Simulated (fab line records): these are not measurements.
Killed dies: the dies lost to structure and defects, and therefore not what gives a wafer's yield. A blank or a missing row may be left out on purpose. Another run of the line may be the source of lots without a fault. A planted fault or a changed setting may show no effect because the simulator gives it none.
Comparing a struck lot with a sound one    flow gf180mcu    15 steps out of a route of 602
Sound: the wafers L812.4, L812.5, L812.6. Wafers struck: L822.3, L822.4, L822.5. The cause comes at the end.
At each step with rows: each side's tool, then ch and its chambers, then its first start. Under that, the readings that differ: sound wafers    struck wafers    difference of the means    sigmas: that difference in standard deviations of wafers without a fault.
alike: readings with means less than 2 such deviations apart, plus words and numbers identical on both sides. not compared: withheld readings, readings lacking a value on some wafer, bounds such as >300 that could conceal the same value, and numbers that have no deviation in the record and whose values overlap.
Wherever a step has rows on one side only, a row that says differs or no value, or a row with sigmas, the two part there. Non-overlapping numbers with no deviation appear without sigmas and do not part them. Lack of a reading on every wafer of one side parts them only where that side has two or more wafers.

GF_POLY_GATE_THK_MEAS_01:
  sound on film metro-03 at day 10 13:05; struck on film metro-03 at day 12 22:02
  alike: POLY_GATE_CVD_00_THK
then, 8 steps without rows for these wafers: GF_POLY_GATE_DEHYDRATE_02 (time 60 s); GF_POLY_GATE_HMDS_03 (prime time 60 s); GF_POLY_GATE_COAT_04; GF_POLY_GATE_COAT_05 (resist thk 700 nm); GF_POLY_GATE_SOFTBAKE_06 (time 60 s); GF_POLY_GATE_EXPOSE_07 (exposes mask Poly2, target cd 280 nm); GF_POLY_GATE_PEB_08 (peb time 90 s); GF_POLY_GATE_DEVELOP_09 (develop time 60 s).
GF_POLY_GATE_CD_MEAS_10: target cd 280 nm.
  sound on cd sem-01 at day 11 05:47; struck on cd sem-01 at day 13 17:43
  alike: cd nm
GF_POLY_GATE_OVL_MEAS_11:
  sound on overlay-02 at day 11 05:52; struck on overlay-01 at day 13 17:48
  alike: POLY_GATE_OVL
GF_POLY_GATE_ETCH_12: etches BARC in N2/H2.
  sound on rie diel-04 ch 1,2,3, day 11 05:54; struck on rie diel-02 ch 0,2, day 13 17:49
  alike: drypump motor current A, oes product au, throttle valve pct
GF_POLY_GATE_ETCH_13: etches poly-Si in HBr/Cl2, stops on SiO2, target depth 198.5 nm, time 69.6 s.
  sound on rie si-02 ch 0,1, day 11 05:56; struck on rie si-02 ch 0,1,3, day 13 17:52
reading                                sound              struck                difference  sigmas
over etch frac                         0.403 0.403 0.403  0.3383 0.3383 0.3383  -0.0647     
model.POLY_GATE.feature depth nm (nm)  197.1 197.2 199.5  192.4 185.9 187.2     -9.4        
model.etch.depth nm (nm)               197.1 197.2 199.5  192.4 185.9 187.2     -9.4        
  alike: drypump motor current A, oes product au, throttle valve pct
  not compared: rf hours counter h
GF_POLY_GATE_STRIP_14: strips in O2/N2.
  sound on plasma asher-02 ch 0,1, day 11 06:01; struck on plasma asher-04 ch 0,1, day 13 17:58
  alike: drypump motor current A, heater power w, o2 flow sccm, oes product au
  not compared: rf hours counter h
GF_PASSIVATION_PROBE_99:
  sound wafers here have rows in the record (prober-02, day 30 23:41); struck ones have none

## WHERE THEY PART
Only at GF_PASSIVATION_PROBE_99, as far as this record shows.

WHY: what the simulator had put in
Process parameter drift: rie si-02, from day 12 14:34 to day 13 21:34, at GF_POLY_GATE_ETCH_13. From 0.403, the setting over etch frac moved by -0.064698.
